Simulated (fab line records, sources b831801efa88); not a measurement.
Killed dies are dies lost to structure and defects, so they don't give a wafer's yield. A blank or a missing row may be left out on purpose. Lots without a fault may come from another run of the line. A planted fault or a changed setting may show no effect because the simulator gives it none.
Which tool did it? | flow sfq_line | 14 lots, 41 wafers sampled, at 3 steps of a route of 325

WHAT THE GAUGES READ, wafer by wafer
The record holds no reading of a measuring or inspecting step that can be judged against a usual standard deviation.

WHICH TOOL RAN EACH LOT (tool, then ch and the chambers of the sampled wafers, then the start)
lot  | SFQ_TRILAYER_I2_CMP_CMP_064   | SFQ_TRILAYER_I2_METRO_MEASURE_065 | SFQ_TRILAYER_I2_VIA_ETCH_VIA_ETCH_070
L763 | cmp-02 ch 0,2, day 30 00:32   | film_metro-03, day 30 03:39       | rie_diel-04 ch 0,1,3, day 36 20:10
L764 | cmp-01 ch 1,2,3, day 30 05:20 | film_metro-04, day 30 08:40       | rie_diel-03 ch 0,2,3, day 36 23:46
L765 | cmp-01 ch 1,2,3, day 30 09:47 | film_metro-03, day 30 12:19       | rie_diel-02 ch 2,3, day 37 02:10
L766 | cmp-02 ch 2,3, day 30 22:00   | film_metro-03, day 31 01:19       | rie_diel-03 ch 0,3, day 37 15:29
L767 | cmp-01 ch 0,3, day 32 16:43   | film_metro-03, day 32 20:02       | rie_diel-03 ch 0,2,3, day 39 09:22
L769 | cmp-01 ch 0,1,3, day 32 19:43 | film_metro-03, day 32 23:02       | rie_diel-03 ch 0,1,3, day 39 14:10
L768 | cmp-02 ch 1,2,3, day 32 20:20 | film_metro-04, day 32 22:33       | rie_diel-02 ch 0,2,3, day 39 11:46
L774 | cmp-02 ch 1,2, day 35 07:19   | film_metro-03, day 35 09:14       | rie_diel-03 ch 1,2, day 42 00:28
L775 | cmp-01 ch 0,2,3, day 35 12:31 | film_metro-01, day 35 15:38       | rie_diel-03 ch 1,2,3, day 42 07:37
L776 | cmp-02 ch 0,1,2, day 35 14:55 | film_metro-03, day 35 18:02       | rie_diel-02 ch 1,3, day 42 08:49
L779 | cmp-01 ch 0,1,2, day 35 20:07 | film_metro-03, day 35 22:38       | rie_diel-02 ch 2,3, day 42 13:37
L780 | cmp-01 ch 1,2,3, day 35 22:44 | film_metro-04, day 36 01:34       | rie_diel-03 ch 1,2,3, day 42 17:13
L784 | cmp-01 ch 1,2,3, day 36 07:14 | film_metro-01, day 36 10:22       | rie_diel-04 ch 1,2,3, day 43 01:52
L786 | cmp-01 ch 2,3, day 43 00:50   | film_metro-03, day 43 03:27       | rie_diel-04 ch 2,3, day 43 06:59
- SFQ_TRILAYER_I2_CMP_CMP_064: polishes SiO2.
- SFQ_TRILAYER_I2_METRO_MEASURE_065
- SFQ_TRILAYER_I2_VIA_ETCH_VIA_ETCH_070: etches SiO2 in CHF3, stops on Nb, target depth 260 nm.

WHAT THE TOOLS THEMSELVES READ (means of the sampled wafers that have a number; where no wafer has one, the mark that the record gives instead)
SFQ_TRILAYER_I2_CMP_CMP_064.
lot  | tool   | motor_current_A (A) | platen_rpm (rpm) | time_to_endpoint_s (s)
L763 | cmp-02 | 9.2                 | 59.96            | 218
L764 | cmp-01 | 10.4                | 60.01            | 219
L765 | cmp-01 | 10.1                | 59.99            | 224
L766 | cmp-02 | 10.0                | 60.06            | 222
L767 | cmp-01 | 10.0                | 60.00            | 222
L769 | cmp-01 | 10.2                | 59.98            | 215
L768 | cmp-02 | 9.5                 | 59.97            | 218
L774 | cmp-02 | 9.3                 | 60.02            | 250
L775 | cmp-01 | 10.6                | 59.98            | 210
L776 | cmp-02 | 9.4                 | 60.01            | 238
L779 | cmp-01 | 10.5                | 59.96            | 216
L780 | cmp-01 | 10.1                | 59.97            | 222
L784 | cmp-01 | 10.3                | 60.01            | 213
L786 | cmp-01 | 9.9                 | 60.00            | 218

SFQ_TRILAYER_I2_METRO_MEASURE_065.
lot  | tool          | thk_nm (nm)
L763 | film_metro-03 | 200.7
L764 | film_metro-04 | 200.1
L765 | film_metro-03 | 200.5
L766 | film_metro-03 | 200.0
L767 | film_metro-03 | 200.2
L769 | film_metro-03 | 199.3
L768 | film_metro-04 | 200.4
L774 | film_metro-03 | 176.2
L775 | film_metro-01 | 200.2
L776 | film_metro-03 | 184.5
L779 | film_metro-03 | 199.5
L780 | film_metro-04 | 200.9
L784 | film_metro-01 | 198.9
L786 | film_metro-03 | 200.0

SFQ_TRILAYER_I2_VIA_ETCH_VIA_ETCH_070.
lot  | tool        | drypump_motor_current_A (A) | oes_product_au (a.u.)
L763 | rie_diel-04 | 6.17                        | 0.859
L764 | rie_diel-03 | 5.81                        | 0.856
L765 | rie_diel-02 | 5.79                        | 0.850
L766 | rie_diel-03 | 5.83                        | 0.851
L767 | rie_diel-03 | 5.79                        | 0.855
L769 | rie_diel-03 | 5.88                        | 0.849
L768 | rie_diel-02 | 5.84                        | 0.857
L774 | rie_diel-03 | 5.83                        | 0.799
L775 | rie_diel-03 | 5.85                        | 0.855
L776 | rie_diel-02 | 5.73                        | 0.815
L779 | rie_diel-02 | 5.70                        | 0.851
L780 | rie_diel-03 | 5.84                        | 0.852
L784 | rie_diel-04 | 5.82                        | 0.850
L786 | rie_diel-04 | 5.42                        | 0.851

THE ANSWER, worked out from the rows above alone
Rule: what is usual is taken from the lots themselves. Put in order of their means at a reading, lots are off if they are a third of the lots or fewer, leave a main group of 4 or more, and stand apart from it by a gap of 3 or more times the standard deviation of the main group's means; of several such gaps the widest counts. A main group whose means are all the same, to the digits that the tables above print for the reading, isn't used. A lot without any number at a reading at which 4 lots or more have one is off too. The other lots that the step has rows for count as sound. The gauges are gone through in route order, then the tools' own readings, and for those a lot's mean is taken as printed above. The first step at which some lot is off is used, and at that step the reading that is off furthest; a lot without a number counts as furthest.
Off: L774, L776, at SFQ_TRILAYER_I2_CMP_CMP_064 (time_to_endpoint_s). The main group: mean 218 s, standard deviation 3.9.
A tool fits if, at that step or a process step before it, it ran every lot that is off, and no sound lot after the first of them. One fits: cmp-02 at SFQ_TRILAYER_I2_CMP_CMP_064. Its last sound lot is L768 (day 32 20:20), its first lot that is off L774 (day 35 07:19): a fault that began between those two fits.
The tool's own readings at SFQ_TRILAYER_I2_CMP_CMP_064 bear it out: on the lots that are off they differ by more than 5 times the standard deviation of the sound lots' means. time_to_endpoint_s reads 244 s there against 218 s on the sound lots.

WHAT THE SIMULATOR HAD PUT IN
Process parameter drift: cmp-02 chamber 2, from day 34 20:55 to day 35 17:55, at SFQ_TRILAYER_I2_CMP_CMP_064. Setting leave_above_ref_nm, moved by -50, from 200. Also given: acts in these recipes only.
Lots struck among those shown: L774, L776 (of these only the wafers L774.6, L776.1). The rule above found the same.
